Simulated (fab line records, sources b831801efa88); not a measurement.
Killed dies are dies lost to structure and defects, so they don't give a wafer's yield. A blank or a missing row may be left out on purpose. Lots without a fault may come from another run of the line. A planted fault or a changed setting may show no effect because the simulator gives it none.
One fault seen from 2 desks | flow gf180mcu | each desk has only its own numbers; what lay behind them comes last

THE TOOL OWNER'S DESK: plasma_asher-03
The tool's own readings at GF_VT_IMPLANT_STRIP_31 (strips in O2/N2): means of the sampled wafers that have a number, for each lot that ran on this tool. A lot is out of limits, marked OUT, if its mean lies more than 4 standard deviations from the usual mean; the brackets give that distance.
Columns: A = drypump_motor_current_A at GF_VT_IMPLANT_STRIP_31, usual 5.6 A; B = heater_power_w at GF_VT_IMPLANT_STRIP_31, usual 353 W; C = oes_product_au at GF_VT_IMPLANT_STRIP_31, usual 0.716 a.u.; D = strip_time_to_endpoint_s at GF_VT_IMPLANT_STRIP_31, usual 12.638 s
lot  | first seen here | A   | B   | C     | D
L619 | day 7 03:56     | 5.6 | 393 | 0.712 | 12.653
L621 | day 7 15:17     | 5.6 | 389 | 0.713 | 12.674
L630 | day 10 05:05    | 5.2 | 377 | 0.715 | 12.637
L631 | day 10 12:38    | 5.2 | 373 | 0.720 | 12.623
This desk's finding: nothing out of limits on any of the 4 lots.

THE METROLOGY DESK
What the gauges read, lot by lot, whatever tool the lot ran on: means of the sampled wafers that have a number. A lot is out of limits, marked OUT, if its mean lies more than 4 standard deviations from the usual mean; the brackets give that distance.
Columns: A = V5_CVD_00_THK at GF_V5_THK_MEAS_01, usual 298 nm; B = V5_OVL at GF_V5_OVL_MEAS_15, usual 0 nm; C = V5_W_RS at GF_V5_RS_MEAS_24, usual 0.329 ohm/sq
lot  | first seen here | A   | B   | C
L618 | day 26 13:16    | 297 | -4  | 0.328
L619 | day 26 20:17    | 296 | -8  | 0.331
L620 | day 27 00:41    | 299 | -10 | 0.329
L621 | day 27 12:08    | 301 | 3   | 0.333
L622 | day 27 20:32    | 297 | 3   | 0.334
L626 | day 29 00:35    | 296 | 9   | 0.332
L630 | day 30 08:53    | 296 | 3   | 0.333
L631 | day 30 16:48    | 299 | 5   | 0.332
L632 | day 31 01:09    | 296 | -14 | 0.327
L635 | day 31 18:08    | 303 | 5   | 0.330
L636 | day 31 23:47    | 297 | -2  | 0.328
L638 | day 32 10:16    | 299 | 2   | 0.327
L640 | day 32 18:14    | 302 | -3  | 0.329
L641 | day 33 06:02    | 295 | 5   | 0.325
This desk's finding: nothing out of limits on any of the 14 lots.

PUT TOGETHER
The tool owner's desk saw nothing out of limits.
The metrology desk saw nothing out of limits.

WHAT THE SIMULATOR HAD PUT IN
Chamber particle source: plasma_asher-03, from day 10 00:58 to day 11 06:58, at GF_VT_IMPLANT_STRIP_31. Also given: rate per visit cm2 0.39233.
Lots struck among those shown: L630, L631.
